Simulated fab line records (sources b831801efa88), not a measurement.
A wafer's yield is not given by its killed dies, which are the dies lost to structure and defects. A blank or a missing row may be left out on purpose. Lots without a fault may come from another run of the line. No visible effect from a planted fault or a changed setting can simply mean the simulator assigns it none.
Which tool was responsible? :: flow gf180mcu :: Sampling: 12 lots, 36 wafers, 5 of 602 route steps

WHAT EACH GAUGE READ, for each wafer
GF_MIM_RS_MEAS_10: the measuring method here is four-point-probe. Usual: MIM_ALCU_RS 0.1611 ohm/sq, standard deviation 0.0015.
lot: L814
measured: day 24 16:51
on: filmMetro-03
MIM_ALCU_RS (ohm/sq): 0.1609 0.1593 0.1598
flag: 

lot: L815
measured: day 25 03:29
on: filmMetro-03
MIM_ALCU_RS (ohm/sq): 0.1615 0.1610 0.1622
flag: 

lot: L821
measured: day 27 02:49
on: filmMetro-03
MIM_ALCU_RS (ohm/sq): 0.1628 0.1607 0.1616
flag: 

lot: L826
measured: day 28 17:29
on: filmMetro-03
MIM_ALCU_RS (ohm/sq): 0.1624 0.1603 0.1606
flag: 

lot: L828
measured: day 29 12:24
on: filmMetro-04
MIM_ALCU_RS (ohm/sq): 0.1602 0.1611 0.1593
flag: 

lot: L830
measured: day 30 02:21
on: filmMetro-04
MIM_ALCU_RS (ohm/sq): 0.1631 0.1634 0.1636
flag: 

lot: L831
measured: day 30 09:23
on: filmMetro-04
MIM_ALCU_RS (ohm/sq): 0.1592 0.1602 0.1587
flag: 

lot: L832
measured: day 30 09:41
on: filmMetro-04
MIM_ALCU_RS (ohm/sq): 0.1594 0.1596 0.1582
flag: 

lot: L833
measured: day 30 17:26
on: filmMetro-04
MIM_ALCU_RS (ohm/sq): 0.1590 0.1589 0.1605
flag: 

lot: L834
measured: day 31 00:14
on: filmMetro-03
MIM_ALCU_RS (ohm/sq): 0.1640 0.1637 0.1626
flag: 

lot: L835
measured: day 31 07:29
on: filmMetro-04
MIM_ALCU_RS (ohm/sq): 0.1598 0.1611 0.1584
flag: 

lot: L836
measured: day 31 14:18
on: filmMetro-03
MIM_ALCU_RS (ohm/sq): 0.1599 0.1606 0.1596
flag: 

GF_MIM_THK_MEAS_11: measures by xrf. Usual: MIM_ALCU_THK 200.2 nm, standard deviation 2.3.
lot: L814
measured: day 24 16:58
on: filmMetro-03
MIM_ALCU_THK (nm): 199.2 201.0 199.8
flag: 

lot: L815
measured: day 25 03:36
on: filmMetro-03
MIM_ALCU_THK (nm): 198.3 199.6 198.2
flag: 

lot: L821
measured: day 27 02:55
on: filmMetro-03
MIM_ALCU_THK (nm): 200.0 200.8 199.4
flag: 

lot: L826
measured: day 28 17:36
on: filmMetro-03
MIM_ALCU_THK (nm): 197.7 200.9 199.4
flag: 

lot: L828
measured: day 29 12:31
on: filmMetro-04
MIM_ALCU_THK (nm): 202.3 200.9 202.2
flag: 

lot: L830
measured: day 30 02:28
on: filmMetro-04
MIM_ALCU_THK (nm): 198.7 198.5 198.1
flag: 

lot: L831
measured: day 30 09:30
on: filmMetro-04
MIM_ALCU_THK (nm): 204.3 203.0 203.6
flag: 

lot: L832
measured: day 30 09:48
on: filmMetro-04
MIM_ALCU_THK (nm): 202.9 205.1 205.8
flag: 

lot: L833
measured: day 30 17:32
on: filmMetro-04
MIM_ALCU_THK (nm): 205.3 203.2 202.4
flag: 

lot: L834
measured: day 31 00:20
on: filmMetro-03
MIM_ALCU_THK (nm): 195.7 196.0 196.6
flag: 

lot: L835
measured: day 31 07:36
on: filmMetro-04
MIM_ALCU_THK (nm): 202.1 201.1 204.3
flag: 

lot: L836
measured: day 31 14:25
on: filmMetro-03
MIM_ALCU_THK (nm): 200.1 200.3 201.1
flag: 

GF_M5_CD_MEAS_07 targets a cd of 280 nm. Usual: cdNm at 280.0 nm, with a standard deviation of 1.7.
lot: L814
measured: day 26 11:19
on: cdSem-01
cdNm (nm): 279.6 279.7 280.7
flag: 

lot: L815
measured: day 26 21:57
on: cdSem-01
cdNm (nm): 278.0 277.5 279.8
flag: 

lot: L821
measured: day 28 18:47
on: cdSem-01
cdNm (nm): 263.4 267.4 279.0
flag: OFF

lot: L826
measured: day 30 06:52
on: cdSem-02
cdNm (nm): 283.7 284.0 283.3
flag: 

lot: L828
measured: day 31 00:41
on: cdSem-02
cdNm (nm): 281.0 282.3 282.1
flag: 

lot: L830
measured: day 31 14:59
on: cdSem-02
cdNm (nm): 281.7 281.5 280.4
flag: 

lot: L831
measured: day 31 20:09
on: cdSem-02
cdNm (nm): 277.4 278.6 278.3
flag: 

lot: L832
measured: day 31 21:17
on: cdSem-02
cdNm (nm): 280.0 279.4 280.4
flag: 

lot: L833
measured: day 32 03:56
on: cdSem-01
cdNm (nm): 277.7 278.3 278.9
flag: 

lot: L834
measured: day 32 10:37
on: cdSem-01
cdNm (nm): 280.7 280.5 280.8
flag: 

lot: L835
measured: day 32 17:43
on: cdSem-02
cdNm (nm): 281.1 281.1 281.0
flag: 

lot: L836
measured: day 32 23:59
on: cdSem-01
cdNm (nm): 278.1 278.3 278.3
flag: 

WHAT TOOL EACH LOT RAN ON (gives the tool, then ch and the chambers of the sampled wafers, and finally the start)
lot: L814
GF_MIM_SPUTTER_02: pvdSputter-04, day 24 16:33
GF_M5_EXPOSE_04: krfScanner-02 ch 0, day 26 01:17

lot: L815
GF_MIM_SPUTTER_02: pvdSputter-02, day 25 03:11
GF_M5_EXPOSE_04: krfScanner-02 ch 0, day 26 12:04

lot: L821
GF_MIM_SPUTTER_02: pvdSputter-04, day 27 02:31
GF_M5_EXPOSE_04: krfScanner-02 ch 0, day 28 09:17

lot: L826
GF_MIM_SPUTTER_02: pvdSputter-02, day 28 17:12
GF_M5_EXPOSE_04: krfScanner-01 ch 0, day 29 22:22

lot: L828
GF_MIM_SPUTTER_02: pvdSputter-02, day 29 12:06
GF_M5_EXPOSE_04: krfScanner-01 ch 0, day 30 15:57

lot: L830
GF_MIM_SPUTTER_02: pvdSputter-03, day 30 02:03
GF_M5_EXPOSE_04: krfScanner-01 ch 0, day 31 06:35

lot: L831
GF_MIM_SPUTTER_02: pvdSputter-02, day 30 09:06
GF_M5_EXPOSE_04: krfScanner-01 ch 0, day 31 11:34

lot: L832
GF_MIM_SPUTTER_02: pvdSputter-03, day 30 09:20
GF_M5_EXPOSE_04: krfScanner-01 ch 0, day 31 12:41

lot: L833
GF_MIM_SPUTTER_02: pvdSputter-03, day 30 17:08
GF_M5_EXPOSE_04: krfScanner-02 ch 0, day 31 19:56

lot: L834
GF_MIM_SPUTTER_02: pvdSputter-04, day 30 23:54
GF_M5_EXPOSE_04: krfScanner-02 ch 0, day 32 01:55

lot: L835
GF_MIM_SPUTTER_02: pvdSputter-02, day 31 07:11
GF_M5_EXPOSE_04: krfScanner-02 ch 0, day 32 09:53

lot: L836
GF_MIM_SPUTTER_02: pvdSputter-04, day 31 14:00
GF_M5_EXPOSE_04: krfScanner-02 ch 0, day 32 15:46
- GF_MIM_SPUTTER_02: material AlCu, target thk 450 nm, time 23.9 s.
- GF_M5_EXPOSE_04: exposes mask Metal5, target cd 280 nm.

WHAT THE TOOLS THEMSELVES READ (means of the sampled wafers that have a number; where no wafer has one, the mark that the record gives instead)
GF_MIM_SPUTTER_02. Usual: throttleValvePct at 29.6 %, with a standard deviation of 1.1.
lot: L814
tool: pvdSputter-04
throttleValvePct (%): 29.7
flag: 

lot: L815
tool: pvdSputter-02
throttleValvePct (%): 29.8
flag: 

lot: L821
tool: pvdSputter-04
throttleValvePct (%): 29.3
flag: 

lot: L826
tool: pvdSputter-02
throttleValvePct (%): 29.6
flag: 

lot: L828
tool: pvdSputter-02
throttleValvePct (%): 30.7
flag: 

lot: L830
tool: pvdSputter-03
throttleValvePct (%): 31.2
flag: 

lot: L831
tool: pvdSputter-02
throttleValvePct (%): 30.6
flag: 

lot: L832
tool: pvdSputter-03
throttleValvePct (%): 30.1
flag: 

lot: L833
tool: pvdSputter-03
throttleValvePct (%): 30.6
flag: 

lot: L834
tool: pvdSputter-04
throttleValvePct (%): 29.5
flag: 

lot: L835
tool: pvdSputter-02
throttleValvePct (%): 29.8
flag: 

lot: L836
tool: pvdSputter-04
throttleValvePct (%): 28.9
flag: 

GF_M5_EXPOSE_04. Usual: exposureDoseMJCm2 28.08, standard deviation 0.11; reticleTempC 23.00 C, standard deviation 0.099.
lot: L814
tool: krfScanner-02
exposureDoseMJCm2: 27.99
reticleTempC (C): 22.87
flag: 

lot: L815
tool: krfScanner-02
exposureDoseMJCm2: 27.97
reticleTempC (C): 23.00
flag: 

lot: L821
tool: krfScanner-02
exposureDoseMJCm2: 27.47
reticleTempC (C): 23.13
flag: OFF

lot: L826
tool: krfScanner-01
exposureDoseMJCm2: 28.21
reticleTempC (C): 23.07
flag: 

lot: L828
tool: krfScanner-01
exposureDoseMJCm2: 28.20
reticleTempC (C): 23.04
flag: 

lot: L830
tool: krfScanner-01
exposureDoseMJCm2: 28.19
reticleTempC (C): 22.85
flag: 

lot: L831
tool: krfScanner-01
exposureDoseMJCm2: 28.21
reticleTempC (C): 23.06
flag: 

lot: L832
tool: krfScanner-01
exposureDoseMJCm2: 28.19
reticleTempC (C): 23.06
flag: 

lot: L833
tool: krfScanner-02
exposureDoseMJCm2: 27.99
reticleTempC (C): 22.93
flag: 

lot: L834
tool: krfScanner-02
exposureDoseMJCm2: 27.96
reticleTempC (C): 23.09
flag: 

lot: L835
tool: krfScanner-02
exposureDoseMJCm2: 28.00
reticleTempC (C): 23.05
flag: 

lot: L836
tool: krfScanner-02
exposureDoseMJCm2: 27.94
reticleTempC (C): 22.99
flag: 

THE ANSWER, worked out from the rows above alone
Rule: a lot is off if the mean of its wafers that have a number lies more than 3 standard deviations from the usual mean. Also off: a lot with no number at a reading for which 4 or more lots have one. All remaining lots with rows at the step are treated as sound. First the gauges in route order, then the tools' own readings, where a lot's mean is used as printed above. The first step at which some lot is off is used, and at that step the reading that is off furthest; a lot without a number counts as furthest.
Off at GF_M5_CD_MEAS_07 (cdNm): L821.
A tool fits if, at a process step before that reading, it ran every lot that is off, and no sound lot after the first of them. Not tried: the gauges at GF_M5_CD_MEAS_07; whatever is off there is also off at GF_M5_EXPOSE_04, on other tools, and gauge error can't account for it. Of those tried, none fits.

WHAT THE SIMULATOR HAD INSERTED
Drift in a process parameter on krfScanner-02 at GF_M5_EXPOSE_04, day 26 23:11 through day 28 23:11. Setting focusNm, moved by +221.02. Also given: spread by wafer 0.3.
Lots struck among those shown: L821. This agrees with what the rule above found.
